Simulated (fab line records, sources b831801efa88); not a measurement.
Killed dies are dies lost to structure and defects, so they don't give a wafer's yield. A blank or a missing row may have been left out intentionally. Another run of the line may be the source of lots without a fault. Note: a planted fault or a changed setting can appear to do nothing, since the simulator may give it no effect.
Split-lot study	flow sky130	route with 708 steps; 5 lots, 23 wafers read

== THE SPLIT ==
At SKY_SONOS_ONO_CVD_02 (deposits Si3N4 from DCS/NH3, target thk 10.5 nm, time 180 s), the setting timeS was moved away from the recipe's 180 s on 15 of the 23 wafers read, by -14.8% to +11.3%. For the rest of the wafers, this setting stayed at what the recipe calls for.

There is no step in the file separating the split from the reading.

== THE READING ==
SONOS_ONO_CVD_02_THK (nm), taken at SKY_SONOS_ONO_THK_MEAS_03. Fault-free wafers of this fab line usually give 10.44 nm, standard deviation 0.14 nm.

wafer	tool, chamber at the split	timeS as run, s	against the recipe	SONOS_ONO_CVD_02_THK, nm	against lot-mates on the recipe
L075.1	-, -	180	recipe	10.35	-
L075.2	-, -	180	recipe	10.29	-
L075.3	-, -	180	recipe	10.36	-
L075.4	-, -	180	recipe	10.35	-
L075.6	-, -	180	recipe	10.31	-
L078.1	-, -	153.3	-14.8%	9.04	no lot-mate on the recipe
L078.2	-, -	153.3	-14.8%	8.93	no lot-mate on the recipe
L078.3	-, -	153.3	-14.8%	9.04	no lot-mate on the recipe
L078.4	-, -	153.3	-14.8%	9.03	no lot-mate on the recipe
L078.6	-, -	153.3	-14.8%	9.02	no lot-mate on the recipe
L079.2	-, -	200.3	+11.3%	11.87	no lot-mate on the recipe
L079.3	-, -	200.3	+11.3%	11.74	no lot-mate on the recipe
L079.4	-, -	200.3	+11.3%	11.79	no lot-mate on the recipe
L079.5	-, -	200.3	+11.3%	11.61	no lot-mate on the recipe
L079.6	-, -	200.3	+11.3%	11.74	no lot-mate on the recipe
L080.1	lpcvd-02, 1	180	recipe	10.36	-
L080.5	lpcvd-02, 1	180	recipe	10.44	-
L080.6	lpcvd-02, 1	180	recipe	10.42	-
L081.1	-, -	161.9	-10.1%	9.36	no lot-mate on the recipe
L081.2	-, -	161.9	-10.1%	9.36	no lot-mate on the recipe
L081.4	-, -	161.9	-10.1%	9.18	no lot-mate on the recipe
L081.5	-, -	161.9	-10.1%	9.34	no lot-mate on the recipe
L081.6	-, -	161.9	-10.1%	9.27	no lot-mate on the recipe

FIT RESULTS
A straight line over all 23 wafers: SONOS_ONO_CVD_02_THK changes by +0.106 nm for each +1% of timeS; r = +0.99; the points scatter about the line by 0.13 nm.
Too few moved wafers with a lot-mate on the recipe to fit a line net of each lot's own level.

== THE WHOLE CHAIN: every reading that the file lists as answering this split, in the file's order ==
step	what it does	reading	change (the file's fit)	r (the file's)
SKY_SONOS_ONO_CVD_02	deposits Si3N4 from DCS/NH3, target thk 10.5 nm, time 180 s	Si3N4_of_SONOS_ONO_CVD_02.thkNm (the simulator's own value, which no gauge read)	+0.106 nm for each +1% of the setting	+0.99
SKY_SONOS_ONO_THK_MEAS_03		SONOS_ONO_CVD_02_THK	+0.106 for each +1% of the setting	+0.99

== FILE'S OWN FIT ==
SONOS_ONO_CVD_02_THK changes by +0.106 nm for each +1% of timeS, r = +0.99.
